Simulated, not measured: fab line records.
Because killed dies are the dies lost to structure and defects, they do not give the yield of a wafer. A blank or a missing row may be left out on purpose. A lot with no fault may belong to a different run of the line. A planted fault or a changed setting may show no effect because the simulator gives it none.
Matching of chambers    flow gf180mcu    GF_CONTACT_CMP_27 on cmp-02: 4 sister chambers
The step polishes, stops on SiO2, t overpolish 13.57 s, target thk 0 nm. 8 wafers are shown with their chamber, then 7 later ones without.

## WAFERS WITH THEIR CHAMBER
wafer   chamber  motor current A (A)  time to endpoint s (s)
L871.2  1        11.3                 75
L873.3  0        12.1                 70
L876.1  1        10.6                 75
L876.2  3        10.7                 74
L876.4  2        10.3                 70
L885.5  0        12.4                 68
L885.6  3        11.2                 88
L886.2  2        10.5                 87

## WAFERS WHOSE CHAMBER IS MISSING
wafer   motor current A (A)  time to endpoint s (s)
L886.5  11.4                 75
L888.1  10.6                 72
L888.2  11.5                 71
L888.6  10.6                 67
L893.1  10.1                 68
L893.4  10.8                 72
L893.6  12.4                 73

## WHICH CHAMBER EACH ONE RAN IN
wafer   from the rows above                in truth
L886.5  can't be placed: 1 or 3 or 0 or 2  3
L888.1  can't be placed: 2 or 1 or 3       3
L888.2  can't be placed: 1 or 3 or 0 or 2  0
L888.6  can't be placed: 1 or 2 or 3       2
L893.1  can't be placed: 2 or 1 or 3       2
L893.4  can't be placed: 1 or 3 or 2       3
L893.6  0                                  0
1 of 7 placed correctly. Unplaceable from these rows: 6, with the true chamber sitting among the candidates in 6. Number placed wrongly: 0.
How it was worked out, from the rows above alone: a wafer's distance from a chamber is the root of the sum, over the readings, of the square of ((its reading less the chamber's mean) divided by the reading's scatter). If the next closest chamber is less than 2 further off than the closest, the wafer can't be placed; otherwise it belongs to the closest. Each chamber's mean is taken over the wafers shown for it. The scatter is the square root of a quotient: the sum, over the shown wafers, of each reading's squared deviation from its chamber's mean, divided by wafers minus chambers.
